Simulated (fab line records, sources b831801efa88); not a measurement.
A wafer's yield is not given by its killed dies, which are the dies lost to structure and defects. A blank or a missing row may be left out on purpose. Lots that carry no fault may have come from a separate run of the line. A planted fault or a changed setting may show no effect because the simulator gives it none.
2 desks looking at one fault	flow sky130	every desk sees just its own numbers, and what lay behind them comes last

AT THE METROLOGY DESK
What the gauges read, lot by lot, whatever tool the lot ran on: means of the sampled wafers that have a number. The brackets show how far a lot's mean lies from the usual mean; more than 4 standard deviations puts the lot out of limits, marked OUT.
Columns: A = cdNm at SKY_POLY_GATE_CD_MEAS_13, usual 149.8 nm; B = POLY_GATE_OVL at SKY_POLY_GATE_OVL_MEAS_14, usual -2 nm
lot	first seen here	A	B
L349	day 18 09:37	151.3	0
L355	day 19 18:38	149.8	-9
L357	day 20 18:53	149.4	-7
L364	day 22 18:01	149.3	3
L363	day 22 20:11	151.6	3
L366	day 23 21:13	150.1	-1
This desk found nothing out of limits on any of the 6 lots.

DESK OF THE TOOL OWNER: rieSi-01
The tool's own readings at SKY_POLY_GATE_ETCH_17 (etches poly-Si in HBr/Cl2, stops on SiO2, target depth 180 nm, time 70.5 s): means of the sampled wafers that have a number, for each lot that ran on this tool. The brackets show how far a lot's mean lies from the usual mean; more than 4 standard deviations puts the lot out of limits, marked OUT.
Columns: A = HBr_flow_sccm at SKY_POLY_GATE_ETCH_17, usual 150.1 sccm; B = biasW at SKY_POLY_GATE_ETCH_17, usual 99.98 W; C = chamberPressureMTorr at SKY_POLY_GATE_ETCH_17, usual 9.999 mTorr; D = drypumpMotorCurrentA at SKY_POLY_GATE_ETCH_17, usual 5.9 A; E = oesProductAu at SKY_POLY_GATE_ETCH_17, usual 0.989 a.u.; F = rfFwdPowerW at SKY_POLY_GATE_ETCH_17, usual 396.6 W; G = throttleValvePct at SKY_POLY_GATE_ETCH_17, usual 33.683 %
lot	first seen here	A	B	C	D	E	F	G
L349	day 18 09:55	150.0	99.92	10.003	5.6	0.999	397.1	33.693
L363	day 22 20:31	150.2	112.19 (+47) OUT	10.008	5.7	1.000	398.6	33.678
L366	day 23 21:34	149.8	105.80 (+22) OUT	9.999	5.7	0.998	397.7	33.672
This desk's finding: out of limits on L363, L366; first on L363, day 22 20:31 (biasW at SKY_POLY_GATE_ETCH_17). In limits: L349.

PUT TOGETHER
The tool owner's desk could have raised an alarm at day 22 20:31, on L363, L366.
Metrology desk: nothing out of limits seen.
The metrology desk holds a record of L363, L366, inside its limits.
SKY_POLY_GATE_ETCH_17 was run on rieSi-01 by each of the lots named.

WHAT WAS PUT IN BY THE SIMULATOR
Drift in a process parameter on rieSi-01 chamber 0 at SKY_POLY_GATE_ETCH_17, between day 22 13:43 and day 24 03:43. Setting biasW, moved by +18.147, from 100. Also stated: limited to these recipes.
Struck lots among those shown: L363, L366.
Time in hours from fault onset to the first out-of-limits reading at each desk: the tool owner's desk, 7.
